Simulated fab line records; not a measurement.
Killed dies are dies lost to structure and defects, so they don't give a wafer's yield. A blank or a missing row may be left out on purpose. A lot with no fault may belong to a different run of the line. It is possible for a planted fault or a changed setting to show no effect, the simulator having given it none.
Which tool is to blame? -- flow gf180mcu -- 12 lots with 36 wafers sampled at 5 steps, on a route of 602 steps

== WHAT THE GAUGES READ, wafer by wafer ==
GF_M3_RS_MEAS_05: the measuring method here is four-point-probe. Usual: M3_ALCU_RS gives 0.0693 ohm/sq (standard deviation 0.00097).
lot,measured,on,M3_ALCU_RS (ohm/sq),flag
L874,day 20 14:12,film_metro-04,0.0702 0.0679 0.0704,
L875,day 21 00:29,film_metro-04,0.0685 0.0713 0.0688,
L876,day 21 13:26,film_metro-02,0.0708 0.0688 0.0688,
L880,day 22 18:12,film_metro-04,0.0681 0.0678 0.0669,
L886,day 24 19:29,film_metro-02,0.0696 0.0691 0.0694,
L888,day 25 09:23,film_metro-02,0.0689 0.0676 0.0673,
L890,day 25 19:34,film_metro-01,0.0684 0.0668 0.0687,
L891,day 26 06:20,film_metro-02,0.0687 0.0696 0.0695,
L893,day 26 20:38,film_metro-04,0.0697 0.0688 0.0692,
L894,day 27 01:59,film_metro-02,0.0687 0.0697 0.0696,
L896,day 27 21:43,film_metro-02,0.0691 0.0687 0.0687,
L897,day 28 01:47,film_metro-01,0.0701 0.0703 0.0703,

GF_M3_OVL_MEAS_15. Usual: M3_OVL gives -4 nm (standard deviation 6.4).
lot,measured,on,M3_OVL (nm),flag
L874,day 21 14:44,overlay-01,0 -5 -5,
L875,day 22 00:19,overlay-01,0 3 -13,
L876,day 22 13:19,overlay-02,-4 -9 4,
L880,day 23 17:07,overlay-02,-10 0 -3,
L886,day 25 17:34,overlay-02,37 32 37 49 39 45,OFF
L888,day 26 06:43,overlay-01,-8 -10 -23,
L890,day 26 16:44,overlay-02,39 31 34 46 38 46,OFF
L891,day 27 03:07,overlay-01,-21 -10 1,
L893,day 27 16:25,overlay-02,-7 -9 4,
L894,day 27 21:40,overlay-01,7 4 0,
L896,day 28 17:22,overlay-02,1 -2 1,
L897,day 28 21:59,overlay-02,-5 -1 -8,

== EACH LOT AND THE TOOL THAT RAN IT (in order: tool; ch and the chambers of the sampled wafers; start) ==
lot,GF_V2_SPUTTER_22,GF_V2_CVD_23,GF_M3_EXPOSE_11
L874,"pvd_sputter-03, day 20 13:20","cvd_w-02 ch 0,1, day 20 13:22","krf_scanner-02 ch 0, day 21 02:37"
L875,"pvd_sputter-02, day 20 23:31","cvd_w-01 ch 1, day 20 23:34","krf_scanner-01 ch 0, day 21 12:28"
L876,"pvd_sputter-02, day 21 12:35","cvd_w-02 ch 0,1, day 21 12:37","krf_scanner-02 ch 0, day 22 01:52"
L880,"pvd_sputter-03, day 22 17:20","cvd_w-01 ch 0,1, day 22 17:22","krf_scanner-02 ch 0, day 23 05:51"
L886,"pvd_sputter-04, day 24 18:38","cvd_w-01 ch 0,1, day 24 18:40","krf_scanner-02 ch 0, day 25 06:47"
L888,"pvd_sputter-04, day 25 08:31","cvd_w-02 ch 0,1, day 25 08:33","krf_scanner-01 ch 0, day 25 20:04"
L890,"pvd_sputter-02, day 25 18:41","cvd_w-01 ch 0,1, day 25 18:45","krf_scanner-02 ch 0, day 26 06:27"
L891,"pvd_sputter-04, day 26 05:29","cvd_w-02 ch 0,1, day 26 05:31","krf_scanner-01 ch 0, day 26 16:56"
L893,"pvd_sputter-03, day 26 19:47","cvd_w-01 ch 0,1, day 26 19:49","krf_scanner-01 ch 0, day 27 06:37"
L894,"pvd_sputter-04, day 27 01:08","cvd_w-01 ch 0, day 27 01:10","krf_scanner-01 ch 0, day 27 11:32"
L896,"pvd_sputter-04, day 27 20:50","cvd_w-01 ch 0,1, day 27 20:53","krf_scanner-01 ch 0, day 28 07:50"
L897,"pvd_sputter-04, day 28 00:53","cvd_w-01 ch 0,1, day 28 00:58","krf_scanner-01 ch 0, day 28 11:23"
- GF_V2_SPUTTER_22: material TiN, target thk 10 nm, time 40 s.
- GF_V2_CVD_23: deposits W, target thk 350 nm, time 104.94 s.
- GF_M3_EXPOSE_11: exposes mask Metal3, target cd 280 nm.

== AS READ BY THE TOOLS THEMSELVES (means over the sampled wafers that have a number; for cases with no such wafer, the mark the record gives instead) ==
GF_V2_SPUTTER_22. Usual: throttle_valve_pct at 29.9 %, with a standard deviation of 0.88.
lot,tool,throttle_valve_pct (%),flag
L874,pvd_sputter-03,30.4,
L875,pvd_sputter-02,29.8,
L876,pvd_sputter-02,29.9,
L880,pvd_sputter-03,30.5,
L886,pvd_sputter-04,30.2,
L888,pvd_sputter-04,30.1,
L890,pvd_sputter-02,29.3,
L891,pvd_sputter-04,29.7,
L893,pvd_sputter-03,30.0,
L894,pvd_sputter-04,30.3,
L896,pvd_sputter-04,30.2,
L897,pvd_sputter-04,29.7,

GF_V2_CVD_23. Usual: heater_power_w at 869 W, with a standard deviation of 71.
lot,tool,heater_power_w (W),flag
L874,cvd_w-02,903,
L875,cvd_w-01,924,
L876,cvd_w-02,911,
L880,cvd_w-01,823,
L886,cvd_w-01,821,
L888,cvd_w-02,890,
L890,cvd_w-01,831,
L891,cvd_w-02,901,
L893,cvd_w-01,826,
L894,cvd_w-01,772,
L896,cvd_w-01,877,
L897,cvd_w-01,892,

GF_M3_EXPOSE_11. Usual: exposure_dose_mJ_cm2 27.982, standard deviation 0.026; focus_offset_nm 0.0 nm, standard deviation 0.52.
lot,tool,exposure_dose_mJ_cm2,focus_offset_nm (nm),flag
L874,krf_scanner-02,28.009,-0.0,
L875,krf_scanner-01,27.947,-0.4,
L876,krf_scanner-02,27.979,0.1,
L880,krf_scanner-02,27.978,0.0,
L886,krf_scanner-02,28.117,-0.3,OFF
L888,krf_scanner-01,27.998,-0.0,
L890,krf_scanner-02,28.108,0.1,OFF
L891,krf_scanner-01,27.978,0.7,
L893,krf_scanner-01,27.959,-0.2,
L894,krf_scanner-01,27.982,-0.7,
L896,krf_scanner-01,27.988,0.1,
L897,krf_scanner-01,27.985,0.4,

== THE ANSWER, worked out from the rows above alone ==
Rule: a lot counts as off when the mean over its wafers that have a number is more than 3 standard deviations away from the usual mean. A lot without any number at a reading at which 4 lots or more have one is off too. All remaining lots with rows at the step are treated as sound. After the gauges, taken in route order, come the tools' own readings; for these a lot's mean is taken, as printed above. At the first step where some lot is off, the reading lying furthest off is the one used; lots without a number count as furthest.
Off: at GF_M3_OVL_MEAS_15 (M3_OVL), L886, L890.
If a tool, at a process step before that reading, ran all the lots that are off and no sound lot after the first of them, it fits. Not tried: the gauges at GF_M3_OVL_MEAS_15; whatever is off there is also off at GF_M3_EXPOSE_11, on other tools, and gauge error can't account for it. One fits: GF_M3_EXPOSE_11 on krf_scanner-02. A fault onset in the window from L880 (day 23 05:51, its last sound lot) to L886 (day 25 06:47, its first lot off) fits.
On the lots that are off, the tool's own readings at GF_M3_EXPOSE_11 differ by more than 5 times the standard deviation of the sound lots' means, which bears it out; exposure_dose_mJ_cm2 reads 28.113 there versus 27.980 on the sound lots.

== WHAT THE SIMULATOR PUT IN ==
Scanner matching overlay: krf_scanner-02, from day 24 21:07 on, at GF_M3_EXPOSE_11. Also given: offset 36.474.
Struck lots among those shown: L886, L890. The rule above found the same.
